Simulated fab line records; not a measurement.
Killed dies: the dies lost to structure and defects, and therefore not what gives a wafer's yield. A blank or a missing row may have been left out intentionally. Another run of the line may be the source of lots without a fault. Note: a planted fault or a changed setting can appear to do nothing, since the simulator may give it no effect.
Matching of chambers | flow sky130 | SKY_FIELD_ISO_CMP_27 on cmp-01 has 4 sister chambers
The step polishes, stops on Si3N4, t overpolish 16 s, target thk 457.8 nm. 4 wafers are shown with their chamber, then 9 later ones without.

EACH WAFER AND ITS CHAMBER
wafer  | chamber | motor-current-A (A)
L765.1 | 1       | 12.8
L766.1 | 2       | 12.2
L766.4 | 0       | 11.7
L766.5 | 3       | 11.3

WAFERS WITH NO CHAMBER GIVEN
wafer  | motor-current-A (A)
L767.1 | 12.6
L767.2 | 12.3
L767.5 | 12.9
L771.3 | 11.9
L771.4 | 11.8
L771.5 | 12.3
L779.2 | 12.1
L779.4 | 11.9
L779.5 | 12.2

EACH ONE'S CHAMBER
wafer  | from the rows above     | in truth
L767.1 | can't be placed: 1 or 2 | 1
L767.2 | 2                       | 2
L767.5 | 1                       | 1
L771.3 | can't be placed: 0 or 2 | 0
L771.4 | 0                       | 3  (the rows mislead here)
L771.5 | 2                       | 2
L779.2 | 2                       | 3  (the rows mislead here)
L779.4 | can't be placed: 0 or 2 | 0
L779.5 | 2                       | 2
Correctly placed: 4 of 9. Not placeable from these rows: 3 (in 3, the candidates include the true chamber). Placed wrongly: 2.
How it was worked out, from the rows above alone: a wafer's distance from a chamber is the root of the sum, over the readings, of the square of ((its reading less the chamber's mean) divided by the reading's scatter). The wafer belongs to the nearest chamber; if the next one is less than 2 further off, it can't be placed. The mean given for a chamber averages the wafers shown for that chamber. The scatter: root of mean squared gap, hidden wafer to nearest shown wafer, with one shown wafer a chamber.
